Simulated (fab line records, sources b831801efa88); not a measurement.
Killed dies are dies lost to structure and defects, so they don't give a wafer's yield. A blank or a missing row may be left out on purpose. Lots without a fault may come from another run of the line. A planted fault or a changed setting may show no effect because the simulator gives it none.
fab line records | flow sky130
record lots=14 wafers=42 last_day=50
route steps=708 shown VT_ADJUST_LVTN@112 CONTACT@425 METAL1@438
lots that met no fault: from a run of the same line without faults
start_h: hours from the record's first day to the start of the lot's first wafer shown | wait_h: hours since the lot's step before | " the same as in the row above | L1.1+2: a row that stands for several wafers | - no value, or no start given | * or withheld: withheld | < > ~ a bound
route shown NAME@n: a module of which the file shows steps, and the number in the route of the first | usual: mean/standard deviation of fault-free wafers | same: alike in all rows | chamber/n: place in a boat | sites: the reading at each site | _std_site: their standard deviation | _edge_site: outer sites' mean less inner sites' | radius_mm: how far each site lies from the wafer's centre | mask NAME#n: copy n | behind: the tool/chamber that last shaped the wafer | hold: why the lot was held/for how many hours/how that ended | device: the transistor (n, p or np) that didn't switch | end of line: the same wafers' tests at the end of the route | a step without rows: its recipe alone | killed: dies lost to structure and defects at the first sort, not the wafer's yield | map: a wafer's dies, x killed, . not, _ none there
set.NAME: the setting as run; set.NAME@STEP: as run at that earlier step | model.NAME: the simulator's own value behind a step, which no gauge read
steps of the route over a sample of lots; a table a step, a row a wafer
services: from which hour (start_h, from the record's first day; less than 0 if before it) a tool's chamber was out of use, for how many hours, and why
## steps
# step SKY_VT_ADJUST_LVTN_EXPOSE_15
# recipe mask_id=HVN_STD_DERIVED na=0.6 source_shape=conventional sigma_outer=0.6 polarization=unpolarized target_cd_nm=600 dose_mj=163
# usual exposure_dose_mJ_cm2=162.99/0.15 focus_offset_nm=0.0/0.53 sigma_outer=0.6/0 stage_vel_mm_s=500.04/0.26
# columns lot.wafer tool chamber start_h wait_h mask exposure_dose_mJ_cm2 focus_offset_nm sigma_outer stage_vel_mm_s
L104.2 iline_stepper-02 0 156.37 - HVN_STD_DERIVED#0 162.95 -0.1 0.6 500.40
L104.3 " 0 " " HVN_STD_DERIVED#0 163.01 0.5 0.6 499.70
L104.5 " 0 " " HVN_STD_DERIVED#0 163.03 0.4 0.6 500.11
L105.1 iline_stepper-02 0 159.13 - HVN_STD_DERIVED#0 162.75 -1.1 0.6 500.35
L105.5 " 0 " " HVN_STD_DERIVED#0 163.13 0.0 0.6 499.94
L105.6 " 0 " " HVN_STD_DERIVED#0 163.19 0.3 0.6 500.05
L106.1 iline_stepper-02 0 166.84 - HVN_STD_DERIVED#0 163.01 -0.1 0.6 499.94
L106.2 " 0 " " HVN_STD_DERIVED#0 162.99 -0.8 0.6 499.97
L106.5 " 0 " " HVN_STD_DERIVED#0 163.15 -0.4 0.6 499.63
L107.1 iline_stepper-02 0 174.64 - HVN_STD_DERIVED#0 162.86 0.0 0.6 500.14
L107.5 " 0 " " HVN_STD_DERIVED#0 162.91 -0.4 0.6 499.93
L107.6 " 0 " " HVN_STD_DERIVED#0 163.01 -0.6 0.6 499.62
L109.1 iline_stepper-02 0 185.45 - HVN_STD_DERIVED#0 163.16 0.0 0.6 500.22
L109.5 " 0 " " HVN_STD_DERIVED#0 163.10 0.0 0.6 500.11
L109.6 " 0 " " HVN_STD_DERIVED#0 163.15 -0.2 0.6 500.33
L110.2 iline_stepper-02 0 198.85 - HVN_STD_DERIVED#0 162.95 0.2 0.6 500.10
L110.3 " 0 " " HVN_STD_DERIVED#0 162.85 0.7 0.6 499.71
L110.6 " 0 " " HVN_STD_DERIVED#0 163.16 0.5 0.6 499.76
L112.1 iline_stepper-01 - 215.30 - HVN_STD_DERIVED#0 - - - -
L112.2 " - " " HVN_STD_DERIVED#0 - - - -
L112.4 " - " " HVN_STD_DERIVED#0 - - - -
L113.4 iline_stepper-01 - 215.60 - HVN_STD_DERIVED#0 - - - -
L113.5 " - " " HVN_STD_DERIVED#0 - - - -
L113.6 " - " " HVN_STD_DERIVED#0 - - - -
L120.1 iline_stepper-02 0 271.78 - HVN_STD_DERIVED#0 162.97 -0.5 0.6 500.70
L120.3 " 0 " " HVN_STD_DERIVED#0 162.51 -0.2 0.6 500.05
L120.6 " 0 " " HVN_STD_DERIVED#0 163.00 -0.5 0.6 500.52
L121.1 iline_stepper-02 0 273.55 - HVN_STD_DERIVED#0 162.98 -0.4 0.6 500.00
L121.2 " 0 " " HVN_STD_DERIVED#0 162.89 -0.9 0.6 500.30
L121.6 " 0 " " HVN_STD_DERIVED#0 162.86 -0.3 0.6 500.12
L122.1 iline_stepper-02 0 284.75 - HVN_STD_DERIVED#0 163.24 -0.3 0.6 499.93
L122.2 " 0 " " HVN_STD_DERIVED#0 162.99 -0.5 0.6 500.07
L122.3 " 0 " " HVN_STD_DERIVED#0 163.06 -0.6 0.6 500.19
L124.2 iline_stepper-01 0 292.49 - HVN_STD_DERIVED#0 163.20 0.1 0.6 499.74
L124.4 " 0 " " HVN_STD_DERIVED#0 162.83 0.2 0.6 499.88
L124.6 " 0 " " HVN_STD_DERIVED#0 163.00 0.5 0.6 499.94
L125.1 iline_stepper-02 0 300.82 - HVN_STD_DERIVED#0 163.08 0.8 0.6 500.21
L125.4 " 0 " " HVN_STD_DERIVED#0 163.04 0.9 0.6 500.09
L125.6 " 0 " " HVN_STD_DERIVED#0 163.22 0.0 0.6 500.21
L126.3 iline_stepper-01 0 307.06 - HVN_STD_DERIVED#0 163.40 0.2 0.6 500.88
L126.5 " 0 " " HVN_STD_DERIVED#0 163.19 -1.2 0.6 500.34
L126.6 " 0 " " HVN_STD_DERIVED#0 163.00 -0.9 0.6 499.92
# step SKY_CONTACT_STRIP_19
# recipe chemistry=O2/N2 power_w=1400 pressure_mtorr=1500 platen_temp_c=withheld o2_flow_sccm=3000 n2_flow_sccm=300 overash_fraction=0.5
# usual drypump_motor_current_A=5.62/0.2 n2_flow_sccm=300.1/1.1 oes_product_au=0.380/0.0048 strip_time_to_endpoint_s=3.60/0.036
# columns lot.wafer tool chamber start_h wait_h drypump_motor_current_A n2_flow_sccm oes_product_au rf_hours_counter_h strip_time_to_endpoint_s
L104.2 plasma_asher-01 1 738.83 - 5.50 300.0 0.381 62 3.62
L104.3 " 0 " " 5.41 298.9 0.379 - 3.57
L104.5 " 1 " " 5.49 299.8 0.381 - 3.58
L105.1 plasma_asher-02 0 747.73 - 5.63 300.7 0.374 0 3.56
L105.5 " 0 " " 5.63 301.4 0.376 - 3.51
L105.6 " 1 " " 5.48 299.9 0.376 - 3.54
L106.1 plasma_asher-02 1 754.13 - 5.49 301.1 0.386 1 3.57
L106.2 " 0 " " 5.62 299.2 0.377 1 3.60
L106.5 " 0 " " 5.65 300.0 0.377 - 3.54
L107.1 plasma_asher-01 1 762.61 - 5.48 300.0 0.380 65 3.57
L107.5 " 1 " " 5.47 299.0 0.380 - 3.57
L107.6 " 0 " " 5.42 300.6 0.374 - 3.56
L109.1 plasma_asher-02 1 777.00 - 5.48 299.7 0.368 3 3.60
L109.5 " 1 " " 5.50 299.3 0.379 - 3.62
L109.6 " 0 " " 5.59 300.0 0.382 - 3.61
L110.2 plasma_asher-03 0 794.88 - 5.97 300.6 0.367 39 3.55
L110.3 " 0 " " 5.96 300.8 0.378 - 3.61
L110.6 " 1 " " 5.92 300.0 0.378 - 3.65
L113.4 plasma_asher-02 1 815.71 - 5.51 300.1 0.386 - 3.64
L113.5 " 1 " " 5.52 300.7 0.380 - 3.60
L113.6 " 0 " " 5.58 301.8 0.382 - 3.61
L112.1 plasma_asher-03 1 816.43 - 5.92 299.4 0.382 41 3.56
L112.2 " 0 " " 5.97 300.1 0.370 41 3.58
L112.4 " 1 " " 5.91 300.7 0.374 - 3.61
L120.1 plasma_asher-01 0 877.58 - 5.43 299.5 0.384 77 3.62
L120.3 " 0 " " 5.44 299.5 0.380 - 3.61
L120.6 " 0 " " 5.45 299.1 0.383 - 3.61
L121.1 plasma_asher-03 1 879.36 - 5.94 298.5 0.375 45 3.65
L121.2 " 0 " " 5.98 299.6 0.389 45 3.59
L121.6 " 1 " " 5.93 298.3 0.378 - 3.62
L122.1 plasma_asher-01 0 886.76 - 5.43 300.9 0.396 78 3.68
L122.2 " 1 " " 5.48 297.9 0.383 78 3.64
L122.3 " 1 " " 5.46 299.7 0.384 - 3.60
L124.2 plasma_asher-01 1 892.16 - 5.48 298.0 0.389 79 3.62
L124.4 " 1 " " 5.46 300.0 0.383 - 3.59
L124.6 " 1 " " 5.47 299.0 0.385 - 3.59
L125.1 plasma_asher-02 0 903.47 - 5.66 300.4 0.383 16 3.55
L125.4 " 1 " " 5.51 301.7 0.375 - 3.63
L125.6 " 0 " " 5.61 300.0 0.382 - 3.61
L126.3 plasma_asher-01 1 909.86 - 5.46 300.4 0.380 - 3.54
L126.5 " 0 " " 5.44 299.9 0.384 - 3.62
L126.6 " 1 " " 5.46 301.4 0.372 - 3.53
# step SKY_METAL1_SPUTTER_04
# recipe material=TiN target_thk_nm=70 power_w=6500 time_s=58.3 chamber_pressure_pa=0.4
# usual throttle_valve_pct=29.4/1.1
# columns lot.wafer tool chamber start_h wait_h throttle_valve_pct
L104.2 pvd_sputter-04 - 740.17 0.0 27.7
L104.3 " - " " 30.6
L104.5 " - " " 31.1
L105.1 pvd_sputter-01 - 749.07 0.0 28.4
L105.5 " - " " 29.5
L105.6 " - " " 29.6
L106.1 pvd_sputter-01 - 755.55 0.0 28.1
L106.2 " - " " 29.5
L106.5 " - " " 29.5
L107.1 pvd_sputter-03 - 764.01 0.0 29.7
L107.5 " - " " 29.4
L107.6 " - " " 31.1
L109.1 pvd_sputter-04 - 778.34 0.0 29.4
L109.5 " - " " 28.9
L109.6 " - " " 29.7
L110.2 pvd_sputter-03 - 796.22 0.0 29.2
L110.3 " - " " 30.2
L110.6 " - " " 29.3
L113.4 pvd_sputter-04 - 817.02 0.0 29.6
L113.5 " - " " 28.6
L113.6 " - " " 29.5
L112.1 pvd_sputter-04 - 817.81 0.0 31.2
L112.2 " - " " 28.8
L112.4 " - " " 29.8
L120.1 pvd_sputter-01 - 879.27 0.0 29.6
L120.3 " - " " 29.6
L120.6 " - " " 29.5
L121.1 pvd_sputter-01 - 880.79 0.0 29.8
L121.2 " - " " 29.6
L121.6 " - " " 29.6
L122.1 pvd_sputter-01 - 888.14 0.0 28.4
L122.2 " - " " 29.5
L122.3 " - " " 27.9
L124.2 pvd_sputter-04 - 893.50 0.0 29.6
L124.4 " - " " 31.0
L124.6 " - " " 27.5
L125.1 pvd_sputter-03 - 905.15 0.0 31.2
L125.4 " - " " 29.7
L125.6 " - " " 29.7
L126.3 pvd_sputter-04 - 911.16 0.0 28.9
L126.5 " - " " 28.9
L126.6 " - " " 29.7
# step SKY_METAL1_RS_MEAS_05
# recipe thk_meas_gauge=four-point-probe reads=TiN_of_METAL1_SPUTTER_04+Ti_of_METAL1_SPUTTER_03+AlCu_of_METAL1_SPUTTER_02+TiN_of_METAL1_SPUTTER_01+Ti_of_METAL1_SPUTTER_00
# usual METAL1_ALCU_RS=0.1271/0.0015
# columns lot.wafer tool chamber start_h wait_h METAL1_ALCU_RS[ohm/sq]
L104.2 film_metro-04 - 740.24 0.0 0.1279
L104.3 " - " " 0.1292
L104.5 " - " " 0.1295
L105.1 film_metro-03 - 749.11 0.0 0.1289
L105.5 " - " " 0.1279
L105.6 " - " " 0.1277
L106.1 film_metro-03 - 755.60 0.0 0.1277
L106.2 " - " " 0.1272
L106.5 " - " " 0.1273
L107.1 film_metro-03 - 764.06 0.0 0.1290
L107.5 " - " " 0.1290
L107.6 " - " " 0.1283
L109.1 film_metro-01 - 778.39 0.0 0.1262
L109.5 " - " " 0.1275
L109.6 " - " " 0.1268
L110.2 film_metro-04 - 796.29 0.0 0.1269
L110.3 " - " " 0.1257
L110.6 " - " " 0.1269
L113.4 film_metro-04 - 817.13 0.1 0.1252
L113.5 " - " " 0.1270
L113.6 " - " " 0.1255
L112.1 film_metro-04 - 817.86 0.0 0.1266
L112.2 " - " " 0.1280
L112.4 " - " " 0.1263
L120.1 film_metro-01 - 879.32 0.0 0.1264
L120.3 " - " " 0.1276
L120.6 " - " " 0.1289
L121.1 film_metro-04 - 880.84 0.0 0.1259
L121.2 " - " " 0.1251
L121.6 " - " " 0.1250
L122.1 film_metro-01 - 888.19 0.0 0.1284
L122.2 " - " " 0.1275
L122.3 " - " " 0.1265
L124.2 film_metro-04 - 893.57 0.0 0.1253
L124.4 " - " " 0.1274
L124.6 " - " " 0.1266
L125.1 film_metro-01 - 905.20 0.0 0.1279
L125.4 " - " " 0.1279
L125.6 " - " " 0.1268
L126.3 film_metro-01 - 911.25 0.1 0.1285
L126.5 " - " " 0.1284
L126.6 " - " " 0.1262
## services
# columns tool chamber start_h hours kind
iline_stepper-02 - 140.16 1.2 repair
plasma_asher-02 - 158.28 8.8 repair
iline_stepper-02 - 186.65 2.8 repair
plasma_asher-02 - 191.94 1.1 repair
pvd_sputter-04 - 194.08 5.3 repair
iline_stepper-02 - 230.48 1.7 pm
pvd_sputter-04 - 352.43 1.9 repair
pvd_sputter-04 - 358.00 1.2 repair
pvd_sputter-04 - 378.70 4.0 repair
iline_stepper-02 - 448.66 1.7 pm
plasma_asher-01 - 511.59 14.6 pm
pvd_sputter-04 - 541.25 3.0 repair
plasma_asher-01 - 616.12 4.0 pm
iline_stepper-02 - 630.37 4.4 pm
iline_stepper-02 - 644.96 6.5 repair
iline_stepper-02 - 666.84 1.7 pm
plasma_asher-01 - 717.59 0.9 repair
pvd_sputter-04 - 755.08 8.5 repair
iline_stepper-02 - 772.72 2.1 pm
iline_stepper-02 - 834.64 12.7 repair
plasma_asher-01 - 881.68 0.9 repair
pvd_sputter-04 - 883.49 6.7 repair
iline_stepper-02 - 885.02 1.7 pm
plasma_asher-01 - 896.61 2.8 repair
## key
first_sign step=SKY_VT_ADJUST_LVTN_EXPOSE_15 reading=tool_record direction=missing
effect none on later readings
met_at SKY_VT_ADJUST_LVTN_EXPOSE_15
struck_lots L112,L113
sort_left_out L112.1,L112.2,L112.4,L113.4,L113.5,L113.6
tester_left_out L112,L113
not_acting_at SKY_CONTACT_STRIP_19,SKY_METAL1_SPUTTER_04,SKY_METAL1_RS_MEAS_05
fault kind=skipped_step_whole tool=iline_stepper-01 chamber=- onset_h=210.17 steps=SKY_VT_ADJUST_LVTN_EXPOSE_15 scope=struck_lots_only
# tester_left_out: of these lots the tester's yield and bins aren't shown, on N5 and GAA mostly nor the transistor test; their killed dies are dies lost to structure and defects alone, not to doping, threshold or leakage, so they don't give the yield
# sort_left_out: the simulated sort isn't trusted on such a fault, so these wafers' sort isn't shown, and their yield isn't known
